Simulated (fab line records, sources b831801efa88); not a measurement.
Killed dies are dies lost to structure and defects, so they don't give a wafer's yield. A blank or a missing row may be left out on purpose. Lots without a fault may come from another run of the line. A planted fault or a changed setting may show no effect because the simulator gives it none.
A struck lot beside a sound one | flow sky130 | 24 steps out of a route of 708
Sound: wafers L835.1, L835.2, L835.5. Struck: wafers L845.3, L845.5, L845.6. The cause comes at the end.
At each step with rows: each side's tool, then ch and its chambers, then its first start. Under that, the readings that differ: sound wafers | struck wafers | difference of the means | sigmas: that difference in standard deviations of wafers without a fault.
alike: readings whose means differ by less than 2 such deviations, and words and numbers that are the same on both sides. not compared: withheld readings, readings that some wafer has no value for, bounds like >300 that may hide the same value, and numbers for which the record gives no deviation and whose values overlap.
The two part at a step that has a row with sigmas, a row that says differs or no value, or rows on one side only. Numbers that don't overlap but have no deviation are shown without sigmas and don't part them. A reading that every wafer of one side lacks parts them only if that side has two wafers or more.

first, 4 steps without rows for these wafers: SKY_RES_PROTECT_EXPOSE_04 (exposes mask RPM, target cd 1270 nm); SKY_RES_PROTECT_PEB_05; SKY_RES_PROTECT_DEVELOP_06 (develop time 60 s); SKY_POLY_GATE_IMPLANT_02.
SKY_RES_PROTECT_STRIP_07: strips in O2/N2.
  sound on plasma_asher-02 ch 0,1, day 17 08:46; struck on plasma_asher-03 ch 0,1, day 21 03:04
  alike: drypump_motor_current_A, n2_flow_sccm, oes_product_au, strip_time_to_endpoint_s
  not compared: rf_hours_counter_h
SKY_RES_PROTECT_TW_MEAS_08:
  sound on film_metro-02, day 17 08:52; struck on film_metro-02, day 21 03:08
  alike: POLY_GATE_TW
then, 2 steps without rows for these wafers: SKY_RES_PROTECT_CLEAN_09 (cleans in SC1/SC2, time 150 s); SKY_POLY_GATE_CVD_03 (deposits Si3N4 from DCS/NH3, target thk 75 nm, time 1290 s).
SKY_POLY_GATE_THK_MEAS_04:
  sound on film_metro-03, day 17 10:51; struck on film_metro-01, day 21 04:37
  alike: POLY_GATE_CVD_03_THK
then, 3 steps without rows for these wafers: SKY_POLY_GATE_DEHYDRATE_05 (time 60 s); SKY_POLY_GATE_HMDS_06 (prime time 60 s); SKY_POLY_GATE_COAT_07 (resist thk 110 nm).
SKY_POLY_GATE_COAT_08: resist thk 450 nm.
  sound on litho_track-01 ch 0, day 18 01:00; struck on litho_track-01 ch 0, day 21 19:00
  reading                                          | sound                | struck               | difference | sigmas
  spin_speed_rpm (rpm)                             | 2999.7 2998.4 3001.9 | 3325.9 3326.3 3326.2 | +326.1     | +99 or more
  model.KrF-thick_of_POLY_GATE_COAT_08.thk_nm (nm) | 449.1 449.8 450.1    | 427.6 428.3 426.4    | -22.2      |
then, 4 steps without rows for these wafers: SKY_POLY_GATE_SOFTBAKE_09 (time 90 s); SKY_POLY_GATE_EXPOSE_10 (exposes mask P1M, target cd 150 nm); SKY_POLY_GATE_PEB_11; SKY_POLY_GATE_DEVELOP_12 (develop time 57.43 s).
SKY_POLY_GATE_CD_MEAS_13: target cd 150 nm.
  sound on cd_sem-02, day 18 16:43; struck on cd_sem-01, day 22 11:07
  alike: cd_nm
SKY_POLY_GATE_OVL_MEAS_14:
  sound on overlay-01, day 18 16:50; struck on overlay-01, day 22 11:12
  reading            | sound | struck      | difference | sigmas
  POLY_GATE_OVL (nm) | 2 8 2 | -15 -14 -10 | -17        | -2
SKY_POLY_GATE_ETCH_15: etches BARC in N2/H2, stops on SiO2, time 118.5 s, target depth 110 nm.
  sound on rie_diel-03 ch 0,2,3, day 18 16:53; struck on rie_diel-01 ch 0,3, day 22 11:14
  alike: drypump_motor_current_A, n2_flow_sccm, oes_product_au, throttle_valve_pct
  not compared: rf_hours_counter_h
SKY_POLY_GATE_ETCH_16: etches Si3N4 in CH3F/O2, stops on poly-Si, time 147.5 s, target depth 75 nm.
  sound on rie_diel-03 ch 0,2,3, day 18 16:58; struck on rie_diel-01 ch 0,3, day 22 11:19
  alike: drypump_motor_current_A, oes_product_au, throttle_valve_pct
  not compared: rf_hours_counter_h
SKY_POLY_GATE_ETCH_17: etches poly-Si in HBr/Cl2, stops on SiO2, target depth 180 nm, time 70.5 s.
  sound on rie_si-01 ch 0,1,2, day 18 17:04; struck on rie_si-01 ch 1,2, day 22 11:25
  reading                                          | sound             | struck            | difference | sigmas
  mfc_cl2_sccm (sccm)                              | 49.87 49.95 49.85 | 50.22 50.15 50.32 | +0.34      | +2
  model.KrF-thick_of_POLY_GATE_COAT_08.thk_nm (nm) | 138.6 137.3 134.8 | 114.5 115.3 110.6 | -23.4      |
  alike: drypump_motor_current_A, oes_product_au, throttle_valve_pct
  not compared: rf_hours_counter_h
SKY_POLY_GATE_STRIP_18: strips in O2/N2.
  sound on plasma_asher-03 ch 0,1, day 18 17:07; struck on plasma_asher-03 ch 0,1, day 22 11:30
  reading                      | sound             | struck            | difference | sigmas
  oes_product_au (a.u.)        | 0.361 0.358 0.358 | 0.341 0.351 0.350 | -0.012     | -3
  strip_time_to_endpoint_s (s) | 3.16 3.13 3.09    | 2.88 2.90 2.83    | -0.26      | -8
  alike: drypump_motor_current_A, n2_flow_sccm
  not compared: rf_hours_counter_h
then, 1 step without rows for these wafers: SKY_POLY_GATE_CLEAN_19 (cleans in SC1/SC2, time 150 s).

WHERE THEY PART
First at SKY_POLY_GATE_COAT_08; last, within this record, at SKY_POLY_GATE_STRIP_18.

WHY: what the simulator had put in
Process parameter drift: litho_track-01, from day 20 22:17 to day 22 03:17, at SKY_POLY_GATE_COAT_08. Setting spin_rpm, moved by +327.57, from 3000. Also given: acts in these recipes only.
